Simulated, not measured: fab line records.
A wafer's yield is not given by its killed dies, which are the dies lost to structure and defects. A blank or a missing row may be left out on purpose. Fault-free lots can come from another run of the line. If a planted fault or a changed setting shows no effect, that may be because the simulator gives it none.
Which of the tools did it? :: flow sfq line :: Sampling: 15 lots, 44 wafers, 2 of 325 route steps

## WHAT THE GAUGES SHOWED, per wafer
SFQ_M2_RS_MEAS_914: measurement is done with a four-point probe.
lot: L532
measured: day 23 07:31
on: film metro-04
M2_NB_RS (ohm/sq): 0.911 0.919 0.909

lot: L533
measured: day 23 09:55
on: film metro-03
M2_NB_RS (ohm/sq): 0.884 0.889 0.888

lot: L534
measured: day 23 13:31
on: film metro-03
M2_NB_RS (ohm/sq): 0.867 0.893 0.887

lot: L535
measured: day 24 01:29
on: film metro-02
M2_NB_RS (ohm/sq): 0.911 0.914 0.906

lot: L536
measured: day 24 12:14
on: film metro-04
M2_NB_RS (ohm/sq): 0.903 0.902 0.897

lot: L537
measured: day 24 20:47
on: film metro-03
M2_NB_RS (ohm/sq): 0.892 0.889 0.890

lot: L538
measured: day 25 00:22
on: film metro-02
M2_NB_RS (ohm/sq): 0.880 0.894 0.883

lot: L541
measured: day 25 12:48
on: film metro-02
M2_NB_RS (ohm/sq): 1.158 0.907 0.900

lot: L544
measured: day 25 22:26
on: film metro-03
M2_NB_RS (ohm/sq): 0.900 0.905 1.170

lot: L547
measured: day 26 04:29
on: film metro-02
M2_NB_RS (ohm/sq): 0.901 1.156

lot: L548
measured: day 26 05:37
on: film metro-04
M2_NB_RS (ohm/sq): 0.900 0.896 0.902

lot: L549
measured: day 26 06:48
on: film metro-03
M2_NB_RS (ohm/sq): 0.898 0.903 0.907

lot: L551
measured: day 26 09:13
on: film metro-03
M2_NB_RS (ohm/sq): 0.890 0.885 0.893

lot: L552
measured: day 26 10:26
on: film metro-04
M2_NB_RS (ohm/sq): 0.886 0.890 0.898

lot: L554
measured: day 26 12:49
on: film metro-02
M2_NB_RS (ohm/sq): 0.904 0.907 0.888

## WHAT TOOL EACH LOT RAN ON (gives the tool, then ch and the chambers of the sampled wafers, and finally the start)
lot: L532
SFQ_TRILAYER_M2_DEP_SPUTTER_055: pvd sputter-03, day 23 07:24

lot: L533
SFQ_TRILAYER_M2_DEP_SPUTTER_055: pvd sputter-05, day 23 09:47

lot: L534
SFQ_TRILAYER_M2_DEP_SPUTTER_055: pvd sputter-04, day 23 13:23

lot: L535
SFQ_TRILAYER_M2_DEP_SPUTTER_055: pvd sputter-03, day 24 01:24

lot: L536
SFQ_TRILAYER_M2_DEP_SPUTTER_055: pvd sputter-05, day 24 12:08

lot: L537
SFQ_TRILAYER_M2_DEP_SPUTTER_055: pvd sputter-05, day 24 20:38

lot: L538
SFQ_TRILAYER_M2_DEP_SPUTTER_055: pvd sputter-04, day 25 00:14

lot: L541
SFQ_TRILAYER_M2_DEP_SPUTTER_055: pvd sputter-05, day 25 12:43

lot: L544
SFQ_TRILAYER_M2_DEP_SPUTTER_055: pvd sputter-05, day 25 22:20

lot: L547
SFQ_TRILAYER_M2_DEP_SPUTTER_055: pvd sputter-05, day 26 04:20

lot: L548
SFQ_TRILAYER_M2_DEP_SPUTTER_055: pvd sputter-04, day 26 05:31

lot: L549
SFQ_TRILAYER_M2_DEP_SPUTTER_055: pvd sputter-03, day 26 06:43

lot: L551
SFQ_TRILAYER_M2_DEP_SPUTTER_055: pvd sputter-04, day 26 09:07

lot: L552
SFQ_TRILAYER_M2_DEP_SPUTTER_055: pvd sputter-03, day 26 10:20

lot: L554
SFQ_TRILAYER_M2_DEP_SPUTTER_055: pvd sputter-04, day 26 12:44
- SFQ_TRILAYER_M2_DEP_SPUTTER_055: material Nb, target thk 200 nm, time 133.3 s.

## WHAT THE TOOLS THEMSELVES READ (means of the sampled wafers that have a number; where no wafer has one, the mark that the record gives instead)
SFQ_TRILAYER_M2_DEP_SPUTTER_055.
lot: L532
tool: pvd sputter-03
throttle valve pct (%): 28.8

lot: L533
tool: pvd sputter-05
throttle valve pct (%): 29.5

lot: L534
tool: pvd sputter-04
throttle valve pct (%): 31.2

lot: L535
tool: pvd sputter-03
throttle valve pct (%): 31.1

lot: L536
tool: pvd sputter-05
throttle valve pct (%): 30.4

lot: L537
tool: pvd sputter-05
throttle valve pct (%): 30.4

lot: L538
tool: pvd sputter-04
throttle valve pct (%): 30.5

lot: L541
tool: pvd sputter-05
throttle valve pct (%): 29.7

lot: L544
tool: pvd sputter-05
throttle valve pct (%): 29.6

lot: L547
tool: pvd sputter-05
throttle valve pct (%): 28.8

lot: L548
tool: pvd sputter-04
throttle valve pct (%): 31.3

lot: L549
tool: pvd sputter-03
throttle valve pct (%): 30.4

lot: L551
tool: pvd sputter-04
throttle valve pct (%): 31.5

lot: L552
tool: pvd sputter-03
throttle valve pct (%): 28.2

lot: L554
tool: pvd sputter-04
throttle valve pct (%): 31.0

## THE ANSWER, worked out from the rows above alone
Rule: the lots themselves supply what counts as usual. Put in order of their means at a reading, lots are off if they are a third of the lots or fewer, leave a main group of 4 or more, and stand apart from it by a gap of 3 or more times the standard deviation of the main group's means; of several such gaps the widest counts. A main group whose means are all the same, to the digits that the tables above print for the reading, isn't used. Also off: a lot with no number at a reading for which 4 or more lots have one. Where the step has rows for the other lots, those lots are counted as sound. First the gauges in route order, then the tools' own readings, where a lot's mean is used as printed above. The first step at which some lot is off is used, and at that step the reading that is off furthest; a lot without a number counts as furthest.
Off: L541, L544, L547, seen at SFQ_M2_RS_MEAS_914 (M2_NB_RS). Mean 0.896 ohm/sq and standard deviation 0.0094 in the main group.
A tool fits if, at a process step before that reading, it ran every lot that is off, and no sound lot after the first of them. The gauges at SFQ_M2_RS_MEAS_914 are tried like those tools. One candidate fits, namely pvd sputter-05 at SFQ_TRILAYER_M2_DEP_SPUTTER_055. Its last sound lot is L537 (day 24 20:38), its first lot that is off L541 (day 25 12:43): a fault that began between those two fits.

## WHAT HAD BEEN PUT IN BY THE SIMULATOR
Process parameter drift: pvd sputter-05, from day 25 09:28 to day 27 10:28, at SFQ_TRILAYER_M2_DEP_SPUTTER_055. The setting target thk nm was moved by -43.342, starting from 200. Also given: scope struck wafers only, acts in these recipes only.
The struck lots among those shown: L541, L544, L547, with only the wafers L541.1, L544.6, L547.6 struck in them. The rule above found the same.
